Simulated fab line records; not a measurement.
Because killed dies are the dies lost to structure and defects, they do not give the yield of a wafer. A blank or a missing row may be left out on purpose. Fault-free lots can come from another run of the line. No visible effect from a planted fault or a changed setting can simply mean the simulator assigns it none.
Chamber matching + flow sky130 + SKY_PAD_OPEN_ETCH_07 on rieDiel-04: 4 sister chambers
The step etches the open film in CF4/O2, stops on AlCu, target depth 725 nm, time 161.1 s. 4 wafers are shown with their chamber, then 9 later ones without.

WAFERS WITH THEIR CHAMBER
| wafer  | chamber | drypumpMotorCurrentA (A) |
|--------|---------|--------------------------|
| L082.6 | 2       | 5.6                      |
| L086.1 | 3       | 6.2                      |
| L086.2 | 1       | 5.6                      |
| L086.5 | 0       | 6.4                      |

WAFERS WHOSE CHAMBER IS MISSING
| wafer  | drypumpMotorCurrentA (A) |
|--------|--------------------------|
| L089.2 | 6.2                      |
| L089.4 | 6.4                      |
| L089.5 | 6.4                      |
| L091.1 | 5.6                      |
| L091.2 | 6.3                      |
| L091.3 | 5.6                      |
| L097.1 | 6.3                      |
| L097.5 | 5.6                      |
| L097.6 | 5.6                      |

WHICH CHAMBER EACH WENT THROUGH
| wafer  | from the rows above     | in truth |
|--------|-------------------------|----------|
| L089.2 | 3                       | 3        |
| L089.4 | 0                       | 0        |
| L089.5 | 0                       | 0        |
| L091.1 | can't be placed: 1 or 2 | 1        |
| L091.2 | can't be placed: 3 or 0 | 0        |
| L091.3 | can't be placed: 1 or 2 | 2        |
| L097.1 | can't be placed: 3 or 0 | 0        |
| L097.5 | can't be placed: 1 or 2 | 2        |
| L097.6 | can't be placed: 1 or 2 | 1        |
Correct placement for 3 of the 9. Can't be placed from these rows: 6 (the true chamber is among the candidates in 6). Number placed wrongly: 0.
How it was worked out, from the rows above alone: a wafer's distance from a chamber is the root of the sum, over the readings, of the square of ((its reading less the chamber's mean) divided by the reading's scatter). The wafer belongs to the nearest chamber; if the next one is less than 2 further off, it can't be placed. A chamber's mean is the mean of its shown wafers. The scatter (one wafer shown for each chamber): square how far every hidden wafer sits from the nearest shown wafer, average those squares and take the square root.
